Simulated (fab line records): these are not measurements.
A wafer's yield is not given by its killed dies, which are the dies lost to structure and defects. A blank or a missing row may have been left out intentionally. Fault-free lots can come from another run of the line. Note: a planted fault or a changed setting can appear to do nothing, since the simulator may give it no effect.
Chamber matching + flow gf180mcu + GF_STI_ETCH_13 on rie-diel-02 has 4 sister chambers
The step etches the open film in CHF3/O2, stops on Si, target depth 282.31 nm, time 112.9 s. 14 wafers are shown with their chamber, then 7 later ones without.

== WAFERS WITH THEIR CHAMBER ==
| wafer  | chamber | drypump-motor-current-A (A) | chf3-flow-sccm (sccm) | oes-product-au (a.u.) |
|--------|---------|-----------------------------|-----------------------|-----------------------|
| L792.3 | 3       | 4.9                         | 49.82                 | 0.826                 |
| L792.4 | 1       | 6.1                         | 49.98                 | 0.833                 |
| L792.5 | 0       | 5.1                         | 49.80                 | 0.827                 |
| L794.1 | 3       | 4.9                         | 49.94                 | 0.836                 |
| L794.2 | 1       | 6.1                         | 50.29                 | 0.842                 |
| L794.6 | 1       | 6.1                         | 49.96                 | 0.848                 |
| L796.1 | 2       | 5.1                         | 50.26                 | 0.833                 |
| L796.2 | 1       | 6.1                         | 50.27                 | 0.841                 |
| L796.5 | 1       | 6.1                         | 50.20                 | 0.832                 |
| L797.1 | 1       | 6.0                         | 50.13                 | 0.828                 |
| L797.2 | 3       | 4.9                         | 49.94                 | 0.823                 |
| L797.5 | 1       | 6.0                         | 50.00                 | 0.829                 |
| L801.2 | 2       | 5.0                         | 50.23                 | 0.841                 |
| L801.5 | 1       | 6.1                         | 50.07                 | 0.830                 |

SIGNATURES (averages over the wafers above)
| reading                 | chamber 0 | chamber 1 | chamber 2 | chamber 3 | scatter within a chamber |
|-------------------------|-----------|-----------|-----------|-----------|--------------------------|
| drypump-motor-current-A | 5.100     | 6.075     | 5.050     | 4.900     | 0.0447                   |
| chf3-flow-sccm          | 49.8000   | 50.1125   | 50.2450   | 49.9000   | 0.114                    |
| oes-product-au          | 0.82700   | 0.83537   | 0.83700   | 0.82833   | 0.00707                  |
Rule: distance of a wafer from a chamber = root of the sum over the readings of ((wafer's reading minus chamber's mean) / reading's scatter) squared. The wafer belongs to the nearest chamber; if the next one is less than 2 further off, it can't be placed. The scatter: the root of (the sum of the squares of (reading less its chamber's mean) over the shown wafers, divided by (wafers less chambers)).

== WAFERS MISSING THEIR CHAMBER ==
| wafer  | drypump-motor-current-A (A) | chf3-flow-sccm (sccm) | oes-product-au (a.u.) |
|--------|-----------------------------|-----------------------|-----------------------|
| L801.6 | 5.1                         | 50.08                 | 0.833                 |
| L802.1 | 5.1                         | 49.72                 | 0.827                 |
| L802.2 | 4.9                         | 49.93                 | 0.832                 |
| L802.5 | 4.9                         | 49.94                 | 0.826                 |
| L812.1 | 5.0                         | 50.11                 | 0.834                 |
| L812.2 | 6.1                         | 50.12                 | 0.821                 |
| L812.6 | 6.0                         | 49.95                 | 0.823                 |

== WHICH CHAMBER EACH WENT THROUGH ==
| wafer  | from the rows above          | in truth |
|--------|------------------------------|----------|
| L801.6 | can't be placed: 2 or 0      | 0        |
| L802.1 | 0                            | 0        |
| L802.2 | 3                            | 3        |
| L802.5 | 3                            | 3        |
| L812.1 | can't be placed: 2 or 3 or 0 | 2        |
| L812.2 | 1                            | 1        |
| L812.6 | 1                            | 1        |
Correctly placed: 5 of 7. Not placeable from these rows: 2 (in 2, the candidates include the true chamber). Wrongly placed: 0.
